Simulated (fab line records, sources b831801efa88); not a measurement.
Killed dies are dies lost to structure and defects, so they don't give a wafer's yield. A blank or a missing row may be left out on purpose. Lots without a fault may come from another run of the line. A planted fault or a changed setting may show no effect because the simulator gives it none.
A struck lot beside a sound one | flow gf180mcu | 28 steps out of a route of 602
Sound: wafers L672.1, L672.3, L672.5. Struck: wafers L689.3, L689.4, L689.5. The cause comes at the end.
At each step with rows: each side's tool, then ch and its chambers, then its first start. Under that, the readings that differ: sound wafers | struck wafers | difference of the means | sigmas: that difference in standard deviations of wafers without a fault.
alike: readings whose means differ by less than 2 such deviations, and words and numbers that are the same on both sides. not compared: withheld readings, readings that some wafer has no value for, bounds like >300 that may hide the same value, and numbers for which the record gives no deviation and whose values overlap.
The two part at a step that has a row with sigmas, a row that says differs or no value, or rows on one side only. Numbers that don't overlap but have no deviation are shown without sigmas and don't part them. A reading that every wafer of one side lacks parts them only if that side has two wafers or more.

GF_V2_OVL_MEAS_15:
  sound on overlay-01, day 19 22:34; struck on overlay-01, day 26 06:29
  alike: V2_OVL
GF_V2_ETCH_16: etches BARC in N2/H2.
  sound on rie_diel-03 ch 0,3, day 19 22:36; struck on rie_diel-02 ch 1,2,3, day 26 06:31
  alike: drypump_motor_current_A, oes_product_au, rf_fwd_power_W, throttle_valve_pct
GF_V2_ETCH_17: etches SiO2 in C4F8/O2/Ar, stops on TiN, target depth 630 nm.
  sound on rie_diel-03 ch 0,3; struck on rie_diel-02 ch 1,2,3
  alike: oes_product_au, rf_fwd_power_W
then, 5 steps without rows for these wafers: GF_V2_STRIP_18 (strips in O2/N2); GF_V2_STRIP_19 (strips in post etch residue remover, time 1200 s); GF_V2_CLEAN_20 (cleans in DIW); GF_V2_SPUTTER_21 (material Ti, target thk 15 nm, time 80.02 s); GF_V2_SPUTTER_22 (material TiN, target thk 10 nm, time 40 s).
GF_V2_CVD_23: deposits W, target thk 350 nm, time 104.94 s.
  sound on cvd_w-02 ch 0,1, day 19 23:24; struck on cvd_w-01 ch 0,1, day 26 07:26
  alike: heater_power_w
GF_V2_RS_MEAS_24: measures by four-point-probe.
  sound on film_metro-03, day 19 23:31; struck on film_metro-02, day 26 07:32
  alike: V2_W_RS
GF_V2_THK_MEAS_25: measures by xrf.
  sound on film_metro-03, day 19 23:38; struck on film_metro-02, day 26 07:38
  alike: V2_W_THK
then, 1 step without rows for these wafers: GF_V2_CMP_26 (polishes, stops on SiO2, t overpolish 15 s, target thk 0 nm).
GF_M3_SPUTTER_00: material Ti, target thk 37.5 nm, time 150 s.
  sound on pvd_sputter-03, day 19 23:59; struck on pvd_sputter-03, day 26 07:59
  no value came back on the struck wafers for cathode_dc_power_W (W), chamber_pressure_pa (Pa), throttle_valve_pct (%), time_s (s); on the sound wafers cathode_dc_power_W (W) reads 4000.0 3999.7 4000.2
GF_M3_SPUTTER_01: material TiN, target thk 30 nm, time 25 s.
  sound on pvd_sputter-03, day 20 00:05; struck on pvd_sputter-03, day 26 08:05
  alike: cathode_dc_power_W, chamber_pressure_pa, throttle_valve_pct
GF_M3_SPUTTER_02: material AlCu, target thk 450 nm, time 23.9 s.
  sound on pvd_sputter-03, day 20 00:07; struck on pvd_sputter-03, day 26 08:07
  alike: cathode_dc_power_W, chamber_pressure_pa, throttle_valve_pct
then, 9 steps without rows for these wafers: GF_M3_SPUTTER_03 (material Ti, target thk 10 nm, time 6.7 s); GF_M3_SPUTTER_04 (material TiN, target thk 50 nm, time 41.7 s); GF_M3_DEHYDRATE_07 (time 60 s); GF_M3_HMDS_08 (prime time 60 s); GF_M3_COAT_09 (resist thk 1000 nm); GF_M3_SOFTBAKE_10 (time 60 s); GF_M3_EXPOSE_11 (exposes mask Metal3, target cd 280 nm); GF_M3_PEB_12 (peb time 90 s); GF_M3_DEVELOP_13 (develop time 60 s).
GF_M3_CD_MEAS_14: target cd 280 nm.
  sound on cd_sem-01, day 21 00:26; struck on cd_sem-01, day 27 05:13
  alike: cd_nm
GF_M3_OVL_MEAS_15:
  sound on overlay-01, day 21 00:34; struck on overlay-01, day 27 05:19
  alike: M3_OVL
GF_M3_METAL_ETCH_16: etches the open film in Cl2/BCl3, stops on SiO2, target depth 627.5 nm, time 104.6 s.
  sound on rie_metal-03 ch 0,1, day 21 00:35; struck on rie_metal-03 ch 0,1, day 27 05:22
  reading                | sound                | struck               | difference | sigmas
  oes_product_au (a.u.)  | 0.980 0.978 0.977    | 1.005 0.990 0.985    | +0.015     | +2
  throttle_valve_pct (%) | 28.257 28.235 28.254 | 28.212 28.231 28.236 | -0.022     | -2
  alike: drypump_motor_current_A, rf_fwd_power_W
  not compared: rf_hours_counter_h
then, 1 step without rows for these wafers: GF_M3_STRIP_17 (strips in O2/N2).

WHERE THEY PART
First at GF_M3_SPUTTER_00; last, within this record, at GF_M3_METAL_ETCH_16.

WHY: what the simulator had put in
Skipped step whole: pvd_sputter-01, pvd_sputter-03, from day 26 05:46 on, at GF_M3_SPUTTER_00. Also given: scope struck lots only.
